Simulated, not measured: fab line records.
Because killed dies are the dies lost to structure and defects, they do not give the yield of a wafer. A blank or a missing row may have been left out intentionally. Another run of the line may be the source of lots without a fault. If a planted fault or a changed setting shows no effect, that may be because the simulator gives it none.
Check for tools in common / flow sky130 / 33 wafers sampled across 11 lots

== THE REASON FOR OPENING IT ==
Of 11 lots, 2 have the reading RES_XHIGH_TW flagged at SKY_RES_XHIGH_TW_MEAS_09. No-fault wafers: 1631, standard deviation 11.
Rule: a lot is flagged when every wafer of it that has a number lies more than 4 standard deviations from that mean, or none has a number. The other lots count as sound.

lot=L846; measured=day 27 00:56; on=filmMetro-02; RES_XHIGH_TW, wafer by wafer=1630 1625 1633; flag=
lot=L847; measured=day 27 15:52; on=filmMetro-02; RES_XHIGH_TW, wafer by wafer=1609 1628 1621; flag=
lot=L849; measured=day 27 18:13; on=filmMetro-02; RES_XHIGH_TW, wafer by wafer=1618 1616 1622; flag=
lot=L850; measured=day 28 06:01; on=filmMetro-04; RES_XHIGH_TW, wafer by wafer=1646 1640 1648; flag=
lot=L853; measured=day 29 16:50; on=filmMetro-02; RES_XHIGH_TW, wafer by wafer=1617 1616 1608; flag=
lot=L854; measured=day 29 23:26; on=filmMetro-02; RES_XHIGH_TW, wafer by wafer=1612 1624 1614; flag=
lot=L855; measured=day 30 02:23; on=filmMetro-02; RES_XHIGH_TW, wafer by wafer=1629 1619 1621; flag=
lot=L863; measured=day 32 12:49; on=filmMetro-03; RES_XHIGH_TW, wafer by wafer=1345 1347 1353; flag=FLAGGED
lot=L866; measured=day 33 11:32; on=filmMetro-04; RES_XHIGH_TW, wafer by wafer=1322 1324 1321; flag=FLAGGED
lot=L867; measured=day 34 09:05; on=filmMetro-03; RES_XHIGH_TW, wafer by wafer=1631 1634 1632; flag=
lot=L868; measured=day 34 09:11; on=filmMetro-02; RES_XHIGH_TW, wafer by wafer=1620 1631 1628; flag=
Average over the flagged lots: 1335; offset from the usual -296, equal to -27 standard deviations.

== WHICH TOOL RAN EACH LOT ==
2 process steps preceding the reading are held in the record, out of 708 steps in the route. Each cell gives the tool, then ch followed by the chambers the sampled wafers passed through, then the start.
lot=L846; flag=; SKY_POLY_GATE_ETCH_15=rieDiel-03 ch 0,1,2, day 16 19:56; SKY_RES_XHIGH_IMPLANT_07=implanter-03 ch 0, day 27 00:41
lot=L847; flag=; SKY_POLY_GATE_ETCH_15=rieDiel-01 ch 1,3, day 17 08:26; SKY_RES_XHIGH_IMPLANT_07=implanter-02 ch 0, day 27 15:38
lot=L849; flag=; SKY_POLY_GATE_ETCH_15=rieDiel-01 ch 0,2,3, day 17 11:47; SKY_RES_XHIGH_IMPLANT_07=implanter-02 ch 0, day 27 18:00
lot=L850; flag=; SKY_POLY_GATE_ETCH_15=rieDiel-01 ch 0,1,2, day 17 21:05; SKY_RES_XHIGH_IMPLANT_07=implanter-03 ch 0, day 28 05:48
lot=L853; flag=; SKY_POLY_GATE_ETCH_15=rieDiel-01 ch 0,1,2, day 19 12:08; SKY_RES_XHIGH_IMPLANT_07=implanter-02 ch 0, day 29 16:35
lot=L854; flag=; SKY_POLY_GATE_ETCH_15=rieDiel-03 ch 1,2,3, day 19 19:20; SKY_RES_XHIGH_IMPLANT_07=implanter-03 ch 0, day 29 23:11
lot=L855; flag=; SKY_POLY_GATE_ETCH_15=rieDiel-01 ch 0,1,2, day 20 01:39; SKY_RES_XHIGH_IMPLANT_07=implanter-03 ch 0, day 30 02:08
lot=L863; flag=FLAGGED; SKY_POLY_GATE_ETCH_15=rieDiel-01 ch 0,1,2, day 22 17:44; SKY_RES_XHIGH_IMPLANT_07=implanter-03 ch 0, day 32 12:35
lot=L866; flag=FLAGGED; SKY_POLY_GATE_ETCH_15=rieDiel-04 ch 0,2,3, day 23 17:57; SKY_RES_XHIGH_IMPLANT_07=implanter-03 ch 0, day 33 11:17
lot=L867; flag=; SKY_POLY_GATE_ETCH_15=rieDiel-04 ch 1,2,3, day 24 00:38; SKY_RES_XHIGH_IMPLANT_07=implanter-02 ch 0, day 34 08:50
lot=L868; flag=; SKY_POLY_GATE_ETCH_15=rieDiel-03 ch 0,1,2, day 24 07:44; SKY_RES_XHIGH_IMPLANT_07=implanter-01 ch 0, day 34 08:57
What is done by these steps:
- SKY_POLY_GATE_ETCH_15: etches BARC in N2/H2, stops on SiO2, time 118.5 s, target depth 110 nm.
- SKY_RES_XHIGH_IMPLANT_07
- SKY_RES_XHIGH_TW_MEAS_09

== FLAGGED AGAINST TOTAL, ONE TOOL AT A TIME (gauges that did the reading follow at the end) ==
step=SKY_POLY_GATE_ETCH_15; tool=rieDiel-01; lots run=6; flagged=1; share of the flagged lots=some; sound lots run after its first flagged lot=0
step=SKY_POLY_GATE_ETCH_15; tool=rieDiel-03; lots run=3; flagged=0; share of the flagged lots=none; sound lots run after its first flagged lot=-
step=SKY_POLY_GATE_ETCH_15; tool=rieDiel-04; lots run=2; flagged=1; share of the flagged lots=some; sound lots run after its first flagged lot=1 (L867)
step=SKY_RES_XHIGH_IMPLANT_07; tool=implanter-01; lots run=1; flagged=0; share of the flagged lots=none; sound lots run after its first flagged lot=-
step=SKY_RES_XHIGH_IMPLANT_07; tool=implanter-02; lots run=4; flagged=0; share of the flagged lots=none; sound lots run after its first flagged lot=-
step=SKY_RES_XHIGH_IMPLANT_07; tool=implanter-03; lots run=6; flagged=2; share of the flagged lots=all; sound lots run after its first flagged lot=0
step=SKY_RES_XHIGH_TW_MEAS_09; tool=filmMetro-02; lots run=7; flagged=0; share of the flagged lots=none; sound lots run after its first flagged lot=-
step=SKY_RES_XHIGH_TW_MEAS_09; tool=filmMetro-03; lots run=2; flagged=1; share of the flagged lots=some; sound lots run after its first flagged lot=1 (L867)
step=SKY_RES_XHIGH_TW_MEAS_09; tool=filmMetro-04; lots run=2; flagged=1; share of the flagged lots=some; sound lots run after its first flagged lot=0

== WHAT THE TABLE PERMITS ==
All flagged lots share 1 row of the table, namely implanter-03 at SKY_RES_XHIGH_IMPLANT_07.
- implanter-03 at SKY_RES_XHIGH_IMPLANT_07 ran 6 lots, 2 of them flagged. Its last sound lot is L855 (day 30 02:08), its first flagged lot L863 (day 32 12:35): a fault that began between those two fits. Its own readings lie more than 4 standard deviations out on every wafer of the flagged lots: beamOnS, doseIonsCm2.
Just one tool remains: implanter-03 at SKY_RES_XHIGH_IMPLANT_07.

== WHAT HAD BEEN PUT IN BY THE SIMULATOR ==
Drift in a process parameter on implanter-03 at SKY_RES_XHIGH_IMPLANT_07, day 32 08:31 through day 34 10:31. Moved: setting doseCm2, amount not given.
Struck lots among those shown: L863, L866. The rule given above showed the same thing.
